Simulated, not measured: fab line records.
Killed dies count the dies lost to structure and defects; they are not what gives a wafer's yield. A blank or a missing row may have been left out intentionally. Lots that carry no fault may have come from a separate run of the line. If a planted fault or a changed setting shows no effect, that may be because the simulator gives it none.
Struck lot and sound lot, side by side    flow sky130    24 steps out of a route of 708
Sound: the wafers L491.3, L491.4, L491.5. The struck wafers were L484.1, L484.4, L484.5. At the end, the cause is stated.
Each step with rows lists, per side, the tool, then ch with its chambers, then its first start. Under that, the readings that differ: sound wafers    struck wafers    difference of the means    sigmas: that difference in standard deviations of wafers without a fault.
alike: readings whose means differ by less than 2 such deviations, and words and numbers that are the same on both sides. not compared: withheld readings, readings that some wafer has no value for, bounds like >300 that may hide the same value, and numbers for which the record gives no deviation and whose values overlap.
The two part at a step that has a row with sigmas, a row that says differs or no value, or rows on one side only. When numbers do not overlap yet have no deviation, they are printed without sigmas and do not part them. A reading missing from all wafers of one side parts the sides only when that side holds two or more wafers.

SKY_NWELL_RS_MEAS_31: uses a four-point probe to measure.
  sound on film-metro-02 at day 9 18:58; struck on film-metro-02 at day 8 01:11
  alike: PWDE_RS
then, 7 steps without rows for these wafers: SKY_VT_ADJUST_HVTP_DEHYDRATE_00 (time 60 s); SKY_VT_ADJUST_HVTP_HMDS_01 (prime time 60 s); SKY_VT_ADJUST_HVTP_COAT_02 (resist thk 1140 nm); SKY_VT_ADJUST_HVTP_SOFTBAKE_03 (time 60 s); SKY_VT_ADJUST_HVTP_EXPOSE_04 (exposes mask HVTPM, target cd 380 nm); SKY_VT_ADJUST_HVTP_PEB_05; SKY_VT_ADJUST_HVTP_DEVELOP_06 (develop time 60 s).
SKY_VT_ADJUST_HVTP_CD_MEAS_07: target cd 380 nm.
  sound on cd-sem-02 at day 10 17:02; struck on cd-sem-01 at day 8 21:58
  alike: cd-nm
SKY_VT_ADJUST_HVTP_OVL_MEAS_08:
  sound on overlay-02 at day 10 17:08; struck on overlay-02 at day 8 22:05
reading                  sound        struck       difference  sigmas
VT_ADJUST_HVTP_OVL (nm)  3.2 3.4 2.7  0.5 0.0 1.0  -2.6        -2
after that, 1 step had no rows for these wafers: SKY_VT_ADJUST_HVTP_IMPLANT_09.
SKY_VT_ADJUST_HVTP_STRIP_10: strips in O2/N2.
  sound on plasma-asher-01 ch 0,1, day 10 17:20; struck on plasma-asher-02 ch 0,1, day 8 22:16
  no value came back on the struck wafers for any of 5 readings (chamber-pressure-mTorr (mTorr), drypump-motor-current-A (A) and others); on the sound wafers chamber-pressure-mTorr (mTorr) reads 1500.8 1501.8 1500.4
reading                                              sound  struck          difference  sigmas
model.NOVOLAK_of_VT_ADJUST_HVTP_COAT_02.thk-nm (nm)  0 0 0  1140 1139 1140  +1140       
  not compared: rf-hours-counter-h
SKY_VT_ADJUST_HVTP_TW_MEAS_11:
  sound on film-metro-02 at day 10 17:25; struck on film-metro-01 at day 8 22:22
  alike: VT_ADJUST_HVTP_TW
then, 7 steps without rows for these wafers: SKY_VT_ADJUST_LVTN_DEHYDRATE_00 (time 60 s); SKY_VT_ADJUST_LVTN_HMDS_01 (prime time 60 s); SKY_VT_ADJUST_LVTN_COAT_02 (resist thk 3000 nm); SKY_VT_ADJUST_LVTN_SOFTBAKE_03; SKY_VT_ADJUST_LVTN_EXPOSE_04 (exposes mask NWM COMPLEMENT LESS NATIVE, target cd 840 nm); SKY_VT_ADJUST_LVTN_PEB_05; SKY_VT_ADJUST_LVTN_DEVELOP_06 (develop time 60 s).
SKY_VT_ADJUST_LVTN_OVL_MEAS_07:
  sound on overlay-02 at day 11 16:37; struck on overlay-01 at day 9 19:47
reading                  sound        struck          difference  sigmas
VT_ADJUST_LVTN_OVL (nm)  2.9 1.7 3.1  -1.4 -0.3 -0.9  -3.4        -2
after that, 1 step had no rows for these wafers: SKY_VT_ADJUST_LVTN_IMPLANT_08.
SKY_VT_ADJUST_LVTN_STRIP_09: strips in O2/N2.
  sound on plasma-asher-02 ch 0,1, day 11 16:49; struck on plasma-asher-01 ch 0,1, day 9 19:59
reading                       sound              struck             difference  sigmas
strip-time-to-endpoint-s (s)  36.80 36.75 36.76  53.51 53.55 53.56  +16.77      +99 or more
  alike: chamber-pressure-mTorr, drypump-motor-current-A, o2-flow-sccm, oes-product-au
  not compared: rf-hours-counter-h
SKY_VT_ADJUST_LVTN_TW_MEAS_10:
  sound on film-metro-03 at day 11 16:54; struck on film-metro-02 at day 9 20:19
reading            sound              struck          difference  sigmas
VT_ADJUST_LVTN_TW  242.5 242.8 242.5  30.3 30.3 30.2  -212.3      -99 or more
  not compared: hold

## WHERE THEY PART
Earliest at SKY_VT_ADJUST_HVTP_OVL_MEAS_08; latest, in this record, at SKY_VT_ADJUST_LVTN_TW_MEAS_10.

WHY: whatever the simulator had introduced
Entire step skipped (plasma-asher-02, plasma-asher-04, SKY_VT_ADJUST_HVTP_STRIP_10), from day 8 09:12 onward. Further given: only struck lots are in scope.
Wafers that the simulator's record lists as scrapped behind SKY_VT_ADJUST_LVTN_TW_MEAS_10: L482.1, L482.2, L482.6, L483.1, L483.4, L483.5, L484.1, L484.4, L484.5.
